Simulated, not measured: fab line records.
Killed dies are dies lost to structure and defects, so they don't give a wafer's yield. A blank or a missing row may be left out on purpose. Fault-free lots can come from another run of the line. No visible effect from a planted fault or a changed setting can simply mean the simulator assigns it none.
Struck lot and sound lot, side by side    flow sky130    16 out of 708 route steps
Sound: wafers L955.3, L955.4, L955.6. Wafers struck: L966.3, L966.4, L966.6. The cause is given at the end.
At each step with rows: each side's tool, then ch and its chambers, then its first start. Under that, the readings that differ: sound wafers    struck wafers    difference of the means    sigmas: that difference in standard deviations of wafers without a fault.
alike: same words and numbers on both sides, and readings whose means sit less than 2 such deviations apart. not compared: any withheld reading, any reading some wafer has no value for, any bound like >300 that may hide the same value, and any number with overlapping values for which the record gives no deviation.
A row with sigmas, a row that says differs or no value, or rows on one side alone: a step with any of these is where the two part. When numbers do not overlap yet have no deviation, they are printed without sigmas and do not part them. A reading that every wafer of one side lacks parts them only if that side has two wafers or more.

first, 3 steps without rows for these wafers: SKY_METAL2_EXPOSE_12 (exposes mask MM2, target cd 140 nm); SKY_METAL2_PEB_13; SKY_METAL2_DEVELOP_14 (develop time 60 s).
SKY_METAL2_CD_MEAS_15 targets a cd of 140 nm.
  sound on cd_sem-01, day 35 20:59; struck on cd_sem-01, day 39 17:32
  alike: cd_nm
SKY_METAL2_OVL_MEAS_16:
  sound on overlay-02, day 35 21:04; struck on overlay-02, day 39 17:37
  alike: METAL2_OVL
SKY_METAL2_DESCUM_17: chemistry O2, time 8 s.
  sound on rie_metal-02 ch 0,1, day 35 21:07; struck on rie_metal-03 ch 0,1, day 39 17:40
reading                sound              struck             difference  sigmas
oes_product_au (a.u.)  0.993 1.013 1.011  0.987 1.000 0.986  -0.015      -2
  alike: drypump_motor_current_A
  not compared: rf_hours_counter_h
SKY_METAL2_ETCH_18: etches BARC in N2/H2, stops on SiO2, time 45.9 s, target depth 60 nm.
  sound on rie_metal-02 ch 0,1, day 35 21:09; struck on rie_metal-03 ch 0,1, day 39 17:42
  alike: drypump_motor_current_A, oes_product_au, throttle_valve_pct
  not compared: rf_hours_counter_h
SKY_METAL2_METAL_ETCH_19: etches the open film in Cl2/BCl3, stops on SiO2, target depth 360 nm, time 78 s.
  sound on rie_metal-02 ch 0,1, day 35 21:13; struck on rie_metal-03 ch 0,1, day 39 17:46
  alike: drypump_motor_current_A, oes_product_au, throttle_valve_pct
  not compared: rf_hours_counter_h
SKY_METAL2_STRIP_20: strips in O2/N2.
  sound on plasma_asher-04 ch 0,1, day 35 21:19; struck on plasma_asher-02 ch 0,1, day 39 17:52
  alike: drypump_motor_current_A, oes_product_au, strip_time_to_endpoint_s
  not compared: rf_hours_counter_h
then, 3 steps without rows for these wafers: SKY_METAL2_STRIP_21 (strips in post etch residue remover, time 1200 s); SKY_METAL2_CLEAN_22 (cleans in IPA, time 180 s); SKY_METAL2_CLEAN_23 (cleans in O3/DIW).
SKY_VIA2_HDPCVD_00: deposits SiO2, target thk 1180 nm, time 196.7 s.
  sound on hdpcvd-02 ch 0,1, day 35 21:53; struck on hdpcvd-01 ch 0,2, day 39 18:50
  alike: pressure_mtorr
SKY_VIA2_THK_MEAS_01:
  sound on film_metro-04, day 35 22:02; struck on film_metro-01, day 39 19:05
reading               sound           struck          difference  sigmas
VIA2_HDPCVD_THK (nm)  1165 1179 1153  2350 2360 2375  +1196       +99 or more
SKY_VIA2_CMP_02: polishes SiO2.
  sound on cmp-02 ch 0,1,2, day 35 22:04; struck on cmp-01 ch 0,1,2, day 39 19:13
  alike: motor_current_A, slurry_filter_dp_kPa
-- the record jumps here: 9 days lie between the struck wafers' starts before and after (it left off in module VIA2 and takes up again in module PAD_OPEN, whose first step shown is number 708 of the route) --
SKY_PAD_OPEN_PROBE_99:
  sound on prober-01, day 46 07:41; struck on prober-02, day 49 05:10
  alike: defect_limited_yield, killed_at_M0_to_M3, killed_at_M4_up, killed_at_contacts, killed_at_front_end, killed_at_other, killed_dies, killed_open, killed_short, sort_bin_3_pad_short, sort_bin_5_function, sort_bin_6_memory, sort_n_pass, sort_yield_pct

## WHERE THEY PART
At SKY_METAL2_DESCUM_17 first; at SKY_VIA2_THK_MEAS_01 last (within this record only). Later steps at which nothing parts them and some readings are alike: SKY_VIA2_CMP_02, SKY_PAD_OPEN_PROBE_99.

WHY: the cause the simulator had injected
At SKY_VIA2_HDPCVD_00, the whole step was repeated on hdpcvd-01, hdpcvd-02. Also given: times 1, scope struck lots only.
